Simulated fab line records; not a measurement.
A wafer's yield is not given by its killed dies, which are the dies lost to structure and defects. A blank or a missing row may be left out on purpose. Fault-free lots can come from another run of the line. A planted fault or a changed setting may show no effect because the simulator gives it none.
2 desks, one fault ; flow sky130 ; every desk sees just its own numbers, and what lay behind them comes last

## THE METROLOGY DESK
Means of the sampled wafers that have a number, per lot and without regard to the tool the lot ran on: this is what the gauges read. The brackets show how far a lot's mean lies from the usual mean; more than 4 standard deviations puts the lot out of limits, marked OUT.
Columns: A = VIA3_W_THK at SKY_VIA3_THK_MEAS_23, usual 380 nm; B = CAP2M_CVD_00_THK at SKY_CAP2M_THK_MEAS_01, usual 15.60 nm; C = CAP2M_OVL at SKY_CAP2M_OVL_MEAS_12, usual -1.3 nm
lot;first seen here;A;B;C
L139;day 39 19:14;380;15.37;-1.7
L140;day 40 16:29;381;15.60;-2.5
L141;day 40 17:14;384;15.50;-0.3
L143;day 41 17:07;383;15.77;-2.6
L146;day 42 11:44;380;15.46;-3.1
L148;day 43 01:58;377;15.45;-1.8
L150;day 43 09:49;384;15.67;-2.2
L149;day 43 11:55;376;15.79;-1.8
L152;day 44 11:23;374;15.46;-0.4
L161;day 46 12:46;380;15.34;-1.9
L162;day 46 17:18;384;15.35;-0.7
This desk found nothing out of limits on any of the 11 lots.

## THE TOOL OWNER'S DESK: pecvd-02
The tool's own readings at SKY_CAP2M_CVD_00 (deposits SiO2, target thk 15.5 nm): means of the sampled wafers that have a number, for each lot that ran on this tool. The brackets show how far a lot's mean lies from the usual mean; more than 4 standard deviations puts the lot out of limits, marked OUT.
Columns: A = heater_power_w at SKY_CAP2M_CVD_00, usual 702 W
lot;first seen here;A
L139;day 39 19:44;671
L141;day 40 17:45;730
L143;day 41 17:37;731
L150;day 43 10:20;729
L149;day 43 12:34;746
L161;day 46 13:17;750
L162;day 46 17:48;719
This desk found nothing out of limits on any of the 7 lots.

## TAKEN TOGETHER
At the metrology desk, nothing out of limits was observed.
Nothing out of limits was seen by the tool owner's desk.

## WHAT THE SIMULATOR PUT IN
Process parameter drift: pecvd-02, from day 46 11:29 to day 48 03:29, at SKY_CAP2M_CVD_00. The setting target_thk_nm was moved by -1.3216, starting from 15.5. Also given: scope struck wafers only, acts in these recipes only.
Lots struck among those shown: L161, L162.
